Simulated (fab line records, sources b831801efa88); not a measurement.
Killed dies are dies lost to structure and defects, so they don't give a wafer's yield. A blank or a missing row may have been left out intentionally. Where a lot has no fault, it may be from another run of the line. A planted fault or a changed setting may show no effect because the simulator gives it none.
fab line records	flow sky130
record: lots: 15	wafers: 45	last-day: 51
route steps=708 shown FIELD_ISO@12 NWELL@78
lots that met no fault: taken from a fault-free run of the same line
start-h: hours from the record's opening day to when the first of the lot's shown wafers began	wait-h: time in hours since the lot's previous step	" same as the row above	L1.1+2: one row covering several wafers at once	- either no value or no given start	* or withheld: withheld	< > ~ a bound
route shown NAME@n: names a module that has steps shown in the file, with the first one's number in the route	usual: mean/standard deviation taken from wafers without a fault	same: alike in all rows	chamber/n: place in a boat	sites: the reading at each site	_std_site: standard deviation of those values	_edge_site: outer sites' mean less inner sites'	radius-mm: for every site, how far away it sits from the centre of the wafer	mask NAME#n: copy n	behind: the most recent tool/chamber to have shaped the wafer	hold: reason for holding the lot/hours on hold/outcome of the hold	device: transistor that didn't switch, given as n, p or np	end of line: the tests these same wafers got at the end of their route	for a step that has no rows: nothing shown but its recipe	killed: dies that structure and defects cost at the first sort, which is not the same as the wafer's yield	map: a wafer's dies, marking killed ones x, the rest . and places with no die _
set.NAME: the run value of the setting; set.NAME@STEP: its run value at that earlier step	model.NAME: the simulator's own value behind a step, which no gauge read
a sample of lots followed through the steps of the route, with each step as a table and each wafer as a row
services: the hour from which a tool's chamber was out of use, counted from the record's first day as start-h (under 0 if before that day), plus the number of hours and why
== steps ==
step: SKY_FIELD_ISO_PEB_11
recipe: peb-temp-c: withheld	peb-time-s: withheld	resist: KrF-thick
usual: chill-plate-temp-C: *	exhaust-pa: 45.3/0.92
lot.wafer	tool	chamber	start-h	wait-h	chill-plate-temp-C	exhaust-pa
L704.1	litho-track-02	0	50	-	*	44.4
L704.5	"	0	"	"	*	44.2
L704.6	"	0	"	"	*	45.6
L705.1	litho-track-04	0	50	-	*	44.6
L705.4	"	0	"	"	*	44.8
L705.5	"	0	"	"	*	45.4
L707.3	litho-track-02	0	54	-	*	45.5
L707.4	"	0	"	"	*	42.5
L707.5	"	0	"	"	*	44.0
L709.1	litho-track-04	0	66	-	*	46.7
L709.3	"	0	"	"	*	46.3
L709.6	"	0	"	"	*	45.1
L711.1	litho-track-01	0	74	-	*	44.8
L711.2	"	0	"	"	*	44.7
L711.5	"	0	"	"	*	45.1
L712.3	litho-track-02	0	76	-	*	45.1
L712.4	"	0	"	"	*	44.5
L712.6	"	0	"	"	*	46.2
L713.1	litho-track-04	0	85	-	*	44.6
L713.2	"	0	"	"	*	44.4
L713.3	"	0	"	"	*	44.7
L714.2	litho-track-04	0	90	-	*	46.8
L714.4	"	0	"	"	*	43.7
L714.6	"	0	"	"	*	46.5
L715.3	litho-track-02	-	98	-	-	-
L715.4	"	-	"	"	-	-
L715.6	"	-	"	"	-	-
L716.1	litho-track-02	-	101	-	-	-
L716.3	"	-	"	"	-	-
L716.6	"	-	102	-	-	-
L717.2	litho-track-04	-	106	-	-	-
L717.3	"	-	"	"	-	-
L717.5	"	-	"	"	-	-
L719.3	litho-track-04	0	119	-	*	45.6
L719.5	"	0	"	"	*	46.2
L719.6	"	0	"	"	*	46.8
L721.1	litho-track-04	0	130	-	*	45.5
L721.2	"	0	"	"	*	45.0
L721.3	"	0	"	"	*	45.6
L722.1	litho-track-02	0	132	-	*	46.1
L722.2	"	0	"	"	*	46.4
L722.3	"	0	"	"	*	45.2
L724.1	litho-track-01	0	145	-	*	44.4
L724.3	"	0	"	"	*	44.1
L724.4	"	0	"	"	*	44.9
step: SKY_FIELD_ISO_ETCH_17
recipe: target-depth-a: 3420	mask-material: Si3N4	chemistry: HBr/Cl2/O2	target: Si	taper-deg: 5	icp-w: 600	bias-w: 150	pressure-mtorr: 15	HBr_flow_sccm: 150	Cl2_flow_sccm: 40	O2_flow_sccm: 6	time-s: 97.7
usual: drypump-motor-current-A: 5.7/0.41	oes-product-au: 1.003/0.0076	throttle-valve-pct: 25.653/0.01
lot.wafer	tool	chamber	start-h	wait-h	drypump-motor-current-A	oes-product-au	rf-hours-counter-h	throttle-valve-pct
L704.1	rie-si-02	0	51.04	0.1	6.2	0.988	146	25.675
L704.5	"	0	"	"	6.2	0.994	-	25.667
L704.6	"	1	"	"	5.3	0.989	-	25.675
L705.1	rie-si-01	3	51.48	0.1	6.1	1.007	70	25.644
L705.4	"	2	"	"	5.8	1.004	0	25.655
L705.5	"	3	"	"	6.0	1.021	-	25.647
L707.3	rie-si-02	1	55.44	0.0	5.3	0.994	125	25.658
L707.4	"	0	"	"	6.2	1.006	146	25.664
L707.5	"	1	"	"	5.3	1.004	-	25.652
L709.1	rie-si-01	2	66.93	0.1	5.8	1.002	0	25.643
L709.3	"	3	"	"	6.1	1.005	70	25.655
L709.6	"	1	"	"	5.0	1.002	-	25.638
L711.1	rie-si-02	0	74.88	0.1	6.2	0.989	146	25.677
L711.2	"	3	"	"	5.6	1.002	1	25.642
L711.5	"	1	"	"	5.3	0.991	-	25.653
L712.3	rie-si-01	0	77.09	0.0	5.4	1.011	10	25.645
L712.4	"	1	"	"	5.0	1.006	54	25.648
L712.6	"	2	"	"	5.8	1.003	-	25.647
L713.1	rie-si-02	2	85.78	0.1	6.1	1.017	134	25.655
L713.2	"	3	"	"	5.6	1.005	1	25.654
L713.3	"	1	"	"	5.3	1.001	126	25.661
L714.2	rie-si-01	0	91.23	0.1	5.4	1.000	10	25.667
L714.4	"	2	"	"	5.8	0.998	1	25.666
L714.6	"	3	"	"	6.1	1.003	-	25.659
L715.3	rie-si-02	1	99.39	0.0	5.3	1.001	126	25.648
L715.4	"	3	"	"	5.6	0.995	-	25.664
L715.6	"	2	"	"	6.1	1.017	-	25.646
L716.1	rie-si-01	0	102.59	0.1	5.4	1.003	10	25.647
L716.3	"	1	"	"	5.0	1.004	54	25.665
L716.6	"	0	"	"	5.4	1.003	-	25.646
L717.2	rie-si-01	0	106.73	0.1	5.4	0.998	10	25.657
L717.3	"	2	"	"	5.8	1.014	1	25.645
L717.5	"	0	"	"	5.4	1.002	-	25.643
L719.3	rie-si-02	2	119.98	0.0	6.1	1.011	134	25.630
L719.5	"	0	"	"	6.3	1.001	-	25.652
L719.6	"	1	"	"	5.3	0.991	-	25.653
L721.1	rie-si-02	0	130.78	0.1	6.2	1.007	0	25.647
L721.2	"	2	"	"	6.1	1.014	134	25.649
L721.3	"	3	"	"	5.6	1.001	1	25.641
L722.1	rie-si-01	3	133.34	0.1	6.1	1.001	71	25.658
L722.2	"	1	"	"	5.0	1.005	54	25.648
L722.3	"	0	"	"	5.4	1.005	10	25.630
L724.1	rie-si-01	2	146.13	0.1	5.8	1.006	1	25.663
L724.3	"	3	"	"	6.1	1.011	71	25.656
L724.4	"	1	"	"	5.0	1.010	54	25.645
step: SKY_FIELD_ISO_THK_MEAS_25
recipe: reads: SiO2_of_FIELD_ISO_CVD_24
usual: FIELD_ISO_CVD_24_THK: 596/6.2
lot.wafer	tool	chamber	start-h	wait-h	FIELD_ISO_CVD_24_THK[nm]
L705.1	film-metro-01	-	53.83	0.0	604
L705.4	"	-	"	"	598
L705.5	"	-	"	"	595
L704.1	film-metro-03	-	53.87	0.1	593
L704.5	"	-	"	"	589
L704.6	"	-	"	"	591
L707.3	film-metro-02	-	58.69	0.1	587
L707.4	"	-	"	"	589
L707.5	"	-	"	"	583
L709.1	film-metro-02	-	69.97	0.0	605
L709.3	"	-	"	"	606
L709.6	"	-	"	"	594
L711.1	film-metro-03	-	79.92	0.0	606
L711.2	"	-	"	"	598
L711.5	"	-	"	"	602
L712.3	film-metro-01	-	80.01	0.1	595
L712.4	"	-	"	"	593
L712.6	"	-	"	"	599
L713.1	film-metro-02	-	87.52	0.0	583
L713.2	"	-	"	"	588
L713.3	"	-	"	"	591
L714.2	film-metro-01	-	94.43	0.0	598
L714.4	"	-	"	"	597
L714.6	"	-	"	"	597
L715.3	film-metro-03	-	101.42	0.1	591
L715.4	"	-	"	"	595
L715.6	"	-	"	"	590
L716.1	film-metro-03	-	104.27	0.0	595
L716.3	"	-	"	"	595
L716.6	"	-	"	"	602
L717.2	film-metro-01	-	109.67	0.0	599
L717.3	"	-	"	"	605
L717.5	"	-	"	"	600
L719.3	film-metro-01	-	125.61	0.1	603
L719.5	"	-	"	"	604
L719.6	"	-	"	"	610
L721.1	film-metro-01	-	132.94	0.0	604
L721.2	"	-	"	"	608
L721.3	"	-	"	"	600
L722.1	film-metro-03	-	137.11	0.0	602
L722.2	"	-	"	"	599
L722.3	"	-	"	"	590
L724.1	film-metro-03	-	155.18	0.0	588
L724.3	"	-	"	"	587
L724.4	"	-	"	"	592
step: SKY_NWELL_STRIP_25
recipe: chemistry: O2/N2	power-w: 1400	pressure-mtorr: 1500	platen-temp-c: withheld	o2-flow-sccm: 3000	n2-flow-sccm: 300	overash-fraction: 0.5
usual: drypump-motor-current-A: 6.0/0.39	oes-product-au: 0.722/0.0048	strip-time-to-endpoint-s: 36.90/0.087
lot.wafer	tool	chamber	start-h	wait-h	drypump-motor-current-A	oes-product-au	rf-hours-counter-h	strip-time-to-endpoint-s
L704.1	plasma-asher-01	1	126.89	0.1	5.9	0.723	43	36.87
L704.5	"	0	"	"	5.5	0.715	-	36.87
L704.6	"	1	"	"	5.9	0.722	-	36.88
L705.1	plasma-asher-04	1	127.80	0.1	6.0	0.712	45	36.71
L705.4	"	1	"	"	6.0	0.728	-	36.88
L705.5	"	0	"	"	6.5	0.721	-	36.81
L707.3	plasma-asher-04	0	130.74	0.1	6.4	0.721	-	36.97
L707.4	"	1	"	"	6.0	0.715	-	36.97
L707.5	"	0	"	"	6.4	0.725	-	36.92
L709.1	plasma-asher-01	1	149.64	0.1	5.9	0.711	45	36.97
L709.3	"	0	"	"	5.5	0.719	-	36.86
L709.6	"	0	"	"	5.5	0.727	-	36.92
L711.1	plasma-asher-04	0	157.59	0.1	6.4	0.719	47	37.07
L711.2	"	1	"	"	6.0	0.715	47	36.98
L711.5	"	1	"	"	6.0	0.726	-	36.95
L712.3	plasma-asher-01	1	159.13	0.1	5.9	0.730	-	36.84
L712.4	"	0	"	"	5.5	0.718	-	36.90
L712.6	"	0	"	"	5.5	0.725	-	36.72
L713.1	plasma-asher-04	1	165.15	0.1	6.0	0.716	48	36.84
L713.2	"	0	"	"	6.4	0.724	48	36.84
L713.3	"	1	"	"	6.0	0.726	-	36.84
L714.2	plasma-asher-03	0	174.80	0.1	6.5	0.718	37	37.01
L714.4	"	1	"	"	5.4	0.723	-	36.91
L714.6	"	1	"	"	5.5	0.723	-	36.95
L719.3	plasma-asher-04	0	207.54	0.1	6.5	0.711	-	36.77
L719.5	"	1	"	"	6.0	0.725	-	36.83
L719.6	"	0	"	"	6.5	0.724	-	36.77
L721.1	plasma-asher-04	0	218.75	0.1	6.4	0.721	53	36.92
L721.2	"	1	"	"	6.0	0.725	53	36.88
L721.3	"	1	"	"	6.0	0.716	-	36.95
L722.1	plasma-asher-03	0	232.85	0.1	6.5	0.723	44	36.88
L722.2	"	1	"	"	5.5	0.721	44	36.99
L722.3	"	0	"	"	6.5	0.719	-	36.88
L724.1	plasma-asher-01	0	263.40	0.1	5.5	0.722	55	36.82
L724.3	"	0	"	"	5.5	0.717	-	36.77
L724.4	"	1	"	"	5.9	0.719	-	36.70
== services ==
tool	chamber	start-h	hours	kind
rie-si-01	2	28.24	-	clean
rie-si-01	2	28.24	18.5	scheduled-down
rie-si-01	2	28.24	18.5	vent-cycle
rie-si-01	-	45.80	0.6	repair
rie-si-01	0	65.01	7.3	repair
rie-si-02	-	92.08	2.8	pm
rie-si-02	0	97.55	-	clean
rie-si-02	0	97.55	15.1	scheduled-down
rie-si-02	0	97.55	15.1	vent-cycle
rie-si-01	-	105.56	0.6	repair
plasma-asher-03	-	114.12	0.9	repair
plasma-asher-04	-	153.00	2.8	pm
rie-si-01	3	153.29	2.5	repair
rie-si-01	0	173.39	10.5	repair
plasma-asher-04	-	184.13	0.9	repair
plasma-asher-01	-	193.14	4.3	pm
plasma-asher-04	-	196.42	8.0	repair
plasma-asher-01	-	199.96	8.8	repair
plasma-asher-03	-	207.13	0.5	repair
plasma-asher-01	-	207.85	0.4	repair
plasma-asher-04	-	229.68	6.0	repair
plasma-asher-04	-	250.60	13.1	repair
rie-si-01	2	252.21	6.7	repair
rie-si-01	-	252.24	14.6	pm
== key ==
first-sign: step: SKY_FIELD_ISO_PEB_11	reading: tool-record	direction: missing
effect none on later readings
met-at SKY_FIELD_ISO_PEB_11
struck-lots L715,L716,L717
later-rows-left-out L715.3,L715.4,L715.6,L716.1,L716.3,L716.6,L717.2,L717.3,L717.5
sort-left-out L715.3,L715.4,L715.6,L716.1,L716.3,L716.6,L717.2,L717.3,L717.5
tester-left-out L715,L716,L717
not-acting-at SKY_FIELD_ISO_ETCH_17,SKY_FIELD_ISO_THK_MEAS_25,SKY_NWELL_STRIP_25
onset-between 90 98
fault: kind: skipped-step-whole	tool: litho-track-02,litho-track-04	chamber: -	onset-h: 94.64	steps: SKY_FIELD_ISO_PEB_11	scope: struck-lots-only
tester-left-out: of these lots the tester's yield and bins aren't shown, on N5 and GAA mostly nor the transistor test; their killed dies are dies lost to structure and defects alone, not to doping, threshold or leakage, so they don't give the yield
sort-left-out: the simulated sort isn't trusted on such a fault, so these wafers' sort isn't shown, and their yield isn't known
later-rows-left-out: the simulator's readings of these wafers behind a module that went badly wrong aren't trusted and aren't shown, but for the sort
